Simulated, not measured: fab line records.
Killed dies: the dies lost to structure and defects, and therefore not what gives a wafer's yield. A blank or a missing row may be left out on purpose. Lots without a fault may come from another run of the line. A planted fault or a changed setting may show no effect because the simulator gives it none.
Chamber matching + flow gf180mcu + rieDiel-01 running GF_V3_ETCH_16: 4 sister chambers
The step etches BARC in N2/H2. 16 wafers are shown with their chamber, then 8 later ones without.

## WAFERS, EACH WITH ITS CHAMBER
| wafer  | chamber | drypumpMotorCurrentA (A) | oesProductAu (a.u.) | chamberPressureMTorr (mTorr) |
|--------|---------|--------------------------|---------------------|------------------------------|
| L074.4 | 1       | 5.0                      | 0.848               | 30.008                       |
| L074.5 | 1       | 5.0                      | 0.854               | 30.011                       |
| L074.6 | 0       | 5.7                      | 0.852               | 29.997                       |
| L077.3 | 0       | 5.8                      | 0.855               | 30.014                       |
| L077.4 | 2       | 6.2                      | 0.868               | 30.004                       |
| L077.6 | 2       | 6.2                      | 0.856               | 30.005                       |
| L078.3 | 3       | 5.8                      | 0.858               | 30.026                       |
| L078.5 | 1       | 5.0                      | 0.850               | 30.018                       |
| L078.6 | 0       | 5.7                      | 0.850               | 29.993                       |
| L080.1 | 2       | 6.1                      | 0.858               | 30.043                       |
| L080.3 | 3       | 5.8                      | 0.861               | 30.011                       |
| L080.6 | 3       | 5.8                      | 0.857               | 30.003                       |
| L082.3 | 1       | 5.0                      | 0.856               | 29.948                       |
| L082.4 | 2       | 6.1                      | 0.859               | 30.021                       |
| L082.6 | 0       | 5.7                      | 0.852               | 30.001                       |
| L086.1 | 3       | 5.8                      | 0.848               | 29.954                       |

SIGNATURES (means of the wafers above)
| reading              | chamber 0 | chamber 1 | chamber 2 | chamber 3 | scatter within a chamber |
|----------------------|-----------|-----------|-----------|-----------|--------------------------|
| drypumpMotorCurrentA | 5.725     | 5.000     | 6.150     | 5.800     | 0.0382                   |
| oesProductAu         | 0.85225   | 0.85200   | 0.86025   | 0.85600   | 0.00439                  |
| chamberPressureMTorr | 30.00125  | 29.99625  | 30.01825  | 29.99850  | 0.0247                   |
Rule: a wafer lies at a distance from a chamber equal to the root of the sum of squares, over the readings, of (its reading less the chamber's mean, divided by the reading's scatter). If the next closest chamber is less than 2 further off than the closest, the wafer can't be placed; otherwise it belongs to the closest. The scatter: the root of (the sum of the squares of (reading less its chamber's mean) over the shown wafers, divided by (wafers less chambers)).

## WAFERS MISSING THEIR CHAMBER
| wafer  | drypumpMotorCurrentA (A) | oesProductAu (a.u.) | chamberPressureMTorr (mTorr) |
|--------|--------------------------|---------------------|------------------------------|
| L086.4 | 6.1                      | 0.854               | 29.980                       |
| L086.5 | 5.0                      | 0.851               | 30.015                       |
| L088.1 | 5.8                      | 0.845               | 29.995                       |
| L088.2 | 6.2                      | 0.853               | 30.029                       |
| L088.3 | 5.0                      | 0.858               | 29.966                       |
| L092.2 | 5.8                      | 0.850               | 30.017                       |
| L092.4 | 6.1                      | 0.857               | 29.977                       |
| L092.6 | 6.1                      | 0.849               | 29.991                       |

## THE CHAMBER EACH PASSED THROUGH
| wafer  | from the rows above     | in truth |
|--------|-------------------------|----------|
| L086.4 | 2                       | 2        |
| L086.5 | 1                       | 1        |
| L088.1 | can't be placed: 3 or 0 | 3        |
| L088.2 | 2                       | 2        |
| L088.3 | 1                       | 1        |
| L092.2 | can't be placed: 3 or 0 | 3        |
| L092.4 | 2                       | 2        |
| L092.6 | 2                       | 2        |
Correctly placed: 6 of 8. Cannot be placed on the basis of these rows: 2; the candidates contain the true chamber in 2. Placed wrongly: 0.
